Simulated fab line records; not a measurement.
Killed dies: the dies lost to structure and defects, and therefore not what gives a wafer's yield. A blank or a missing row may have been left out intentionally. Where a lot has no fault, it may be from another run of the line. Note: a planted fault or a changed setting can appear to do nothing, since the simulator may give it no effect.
Chamber matching	flow sky130	4 sister chambers for SKY_CONTACT_ETCH_17 on rieDiel-02
The step etches SiO2 in C4F8/O2/Ar, stops on Si3N4, target depth 340 nm. 4 wafers are shown with their chamber, then 7 later ones without.

EACH WAFER AND ITS CHAMBER
wafer	chamber	rfFwdPowerW (W)
L420.1	0	1493
L420.3	3	1497
L427.1	1	1486
L427.2	2	1497

WAFERS WITHOUT THEIR CHAMBER
wafer	rfFwdPowerW (W)
L427.5	1484
L433.1	1490
L433.2	1487
L433.5	1497
L432.1	1493
L432.3	1494
L432.5	1492

WHICH CHAMBER EACH ONE RAN IN
wafer	from the rows above	in truth
L427.5	1	1
L433.1	can't be placed: 0 or 1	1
L433.2	1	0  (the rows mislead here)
L433.5	can't be placed: 2 or 3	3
L432.1	0	0
L432.3	can't be placed: 0 or 2 or 3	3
L432.5	0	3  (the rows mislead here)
Correctly placed: 2 of 7. Not placeable from these rows: 3 (in 3, the candidates include the true chamber). Placed wrongly: 2.
How it was worked out, from the rows above alone: a wafer's distance from a chamber is the root of the sum, over the readings, of the square of ((its reading less the chamber's mean) divided by the reading's scatter). The wafer belongs to the nearest chamber; if the next one is less than 2 further off, it can't be placed. For every chamber, the mean is computed from those of its wafers that are shown. The scatter: with one shown wafer a chamber, the root of the mean of the squares of how far each hidden wafer lies from its nearest shown one.
